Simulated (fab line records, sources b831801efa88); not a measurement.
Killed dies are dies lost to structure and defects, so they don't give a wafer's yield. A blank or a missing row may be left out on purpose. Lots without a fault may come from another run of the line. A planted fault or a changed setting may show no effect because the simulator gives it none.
Chamber matching | flow gf180mcu | GF_V4_CMP_26 on cmp-01: 4 sister chambers
The step polishes, stops on SiO2, t overpolish 15 s, target thk 0 nm. 36 wafers are shown with their chamber, then 12 later ones without.

WAFERS WITH THEIR CHAMBER
wafer  | chamber | motor_current_A (A) | time_to_endpoint_s (s) | edge_zone_pressure_frac
L075.1 | 1       | 12.8                | 76                     | 1.008
L075.3 | 3       | 9.7                 | 80                     | 1.000
L075.5 | 1       | 13.0                | 79                     | 0.998
L076.1 | 2       | 11.5                | 87                     | 0.997
L076.3 | 0       | 12.0                | 83                     | 1.007
L076.4 | 3       | 9.9                 | 81                     | 1.003
L077.1 | 0       | 12.4                | 86                     | 1.007
L077.2 | 1       | 12.9                | 79                     | 0.997
L077.4 | 3       | 10.0                | 81                     | 1.006
L078.3 | 1       | 12.4                | 75                     | 0.995
L078.4 | 3       | 9.9                 | 79                     | 1.001
L078.5 | 2       | 11.3                | 82                     | 0.991
L079.1 | 1       | 12.3                | 80                     | 0.995
L079.3 | 3       | 9.8                 | 82                     | 1.006
L079.5 | 3       | 9.3                 | 81                     | 1.002
L080.1 | 1       | 12.2                | 79                     | 0.996
L080.3 | 0       | 11.9                | 87                     | 1.004
L080.4 | 3       | 9.6                 | 85                     | 1.006
L081.2 | 3       | 9.5                 | 83                     | 1.002
L081.4 | 0       | 11.7                | 87                     | 1.001
L081.5 | 0       | 12.4                | 87                     | 0.997
L082.1 | 0       | 12.4                | 83                     | 1.009
L082.3 | 1       | 11.7                | 78                     | 0.994
L082.6 | 2       | 11.3                | 87                     | 1.001
L084.2 | 0       | 12.0                | 85                     | 0.990
L084.5 | 1       | 11.7                | 80                     | 0.999
L084.6 | 2       | 11.1                | 86                     | 1.000
L085.1 | 0       | 12.7                | 88                     | 0.997
L085.3 | 2       | 10.8                | 88                     | 0.998
L085.6 | 2       | 11.6                | 89                     | 0.999
L088.1 | 0       | 11.3                | 89                     | 1.004
L088.4 | 1       | 12.4                | 82                     | 1.001
L088.5 | 3       | 9.6                 | 84                     | 1.002
L090.3 | 3       | 9.8                 | 82                     | 0.998
L090.5 | 3       | 9.5                 | 86                     | 0.998
L090.6 | 2       | 11.2                | 91                     | 0.997

SIGNATURES (means of the wafers above)
reading                 | chamber 0 | chamber 1 | chamber 2 | chamber 3 | scatter within a chamber
motor_current_A         | 12.089    | 12.378    | 11.257    | 9.691     | 0.36
time_to_endpoint_s      | 86.11     | 78.67     | 87.14     | 82.18     | 2.26
edge_zone_pressure_frac | 1.00178   | 0.99811   | 0.99757   | 1.00218   | 0.00433
Rule: a wafer's distance from a chamber is the root of the sum, over the readings, of the square of ((its reading less the chamber's mean) divided by the reading's scatter). The wafer belongs to the nearest chamber; if the next one is less than 2 further off, it can't be placed. The scatter: the root of (the sum of the squares of (reading less its chamber's mean) over the shown wafers, divided by (wafers less chambers)).

WAFERS WITHOUT THEIR CHAMBER
wafer  | motor_current_A (A) | time_to_endpoint_s (s) | edge_zone_pressure_frac
L091.1 | 11.8                | 80                     | 0.997
L091.2 | 12.0                | 87                     | 0.996
L091.5 | 9.4                 | 85                     | 1.003
L093.1 | 11.2                | 92                     | 0.997
L093.2 | 12.5                | 81                     | 0.993
L093.4 | 12.2                | 85                     | 0.997
L094.1 | 12.0                | 84                     | 1.005
L094.2 | 11.5                | 95                     | 0.997
L094.4 | 12.3                | 84                     | 0.999
L097.4 | 12.4                | 83                     | 0.997
L097.5 | 11.8                | 92                     | 1.004
L097.6 | 9.9                 | 87                     | 0.992

WHICH CHAMBER EACH WENT THROUGH
wafer  | from the rows above          | in truth
L091.1 | can't be placed: 1 or 0 or 2 | 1
L091.2 | can't be placed: 0 or 2      | 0
L091.5 | 3                            | 3
L093.1 | can't be placed: 2 or 0      | 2
L093.2 | can't be placed: 1 or 0      | 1
L093.4 | can't be placed: 0 or 2 or 1 | 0
L094.1 | can't be placed: 0 or 2 or 1 | 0
L094.2 | can't be placed: 2 or 0      | 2
L094.4 | can't be placed: 0 or 1 or 2 | 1
L097.4 | can't be placed: 1 or 0 or 2 | 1
L097.5 | can't be placed: 0 or 2      | 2
L097.6 | can't be placed: 3 or 2      | 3
Placed correctly: 1 of 12. Can't be placed from these rows: 11 (the true chamber is among the candidates in 11). Placed wrongly: 0.
